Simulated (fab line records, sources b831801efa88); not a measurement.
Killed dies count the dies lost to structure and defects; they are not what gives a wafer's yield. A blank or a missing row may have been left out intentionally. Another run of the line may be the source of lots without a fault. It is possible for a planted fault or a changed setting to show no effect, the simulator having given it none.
One fault through the eyes of 2 desks	flow gf180mcu	every desk sees just its own numbers, and what lay behind them comes last

## FOR THE TOOL OWNER'S DESK: implanter-01
The tool's own readings at GF_HV_LDD_IMPLANT_21: means of the sampled wafers that have a number, for each lot that ran on this tool. A lot is out of limits, marked OUT, if its mean lies more than 4 standard deviations from the usual mean; the brackets give that distance.
Columns: A = beamEnergyKeV at GF_HV_LDD_IMPLANT_21, usual 24.999
lot	first seen here	A
L891	day 10 17:01	24.998
L895	day 11 20:19	25.000
L898	day 12 22:46	24.991
L900	day 13 13:34	25.002
L901	day 13 23:25	24.994
L906	day 16 03:45	25.331 (+44) OUT
L909	day 16 09:14	25.328 (+44) OUT
Finding of this desk: L906, L909 out of limits; the first was L906 at day 16 03:45, on beamEnergyKeV at GF_HV_LDD_IMPLANT_21. L891, L895, L898, L900, L901 stayed within limits.

## FROM THE METROLOGY DESK
What the gauges read for every lot (on any tool): the sampled wafers with a number, averaged. A lot is out of limits, marked OUT, if its mean lies more than 4 standard deviations from the usual mean; the brackets give that distance.
Columns: A = CONTACT_CVD_02_THK at GF_CONTACT_THK_MEAS_03, usual 856 nm
lot	first seen here	A
L891	day 15 06:55	853
L895	day 16 10:33	858
L896	day 16 20:37	854
L898	day 17 17:32	853
L899	day 18 02:43	856
L900	day 18 11:11	851
L901	day 18 21:57	858
L902	day 19 01:23	855
L904	day 19 17:17	842
L907	day 21 09:21	860
L906	day 21 11:09	856
L909	day 21 14:44	854
L912	day 22 23:09	861
L913	day 23 10:55	855
This desk found nothing out of limits on any of the 14 lots.

## BROUGHT TOGETHER
An alarm could have come from the tool owner's desk at day 16 03:45, on L906, L909.
At the metrology desk, nothing out of limits was observed.
The metrology desk holds a record of L906, L909, inside its limits.
GF_HV_LDD_IMPLANT_21 was run on implanter-01 by each of the lots named.

## WHAT THE SIMULATOR PUT IN
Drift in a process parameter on implanter-01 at GF_HV_LDD_IMPLANT_21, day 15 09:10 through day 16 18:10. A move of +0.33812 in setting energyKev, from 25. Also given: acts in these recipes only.
Shown lots that were struck: L906, L909.
Time in hours from fault onset to the first out-of-limits reading at each desk: the tool owner's desk, 19.
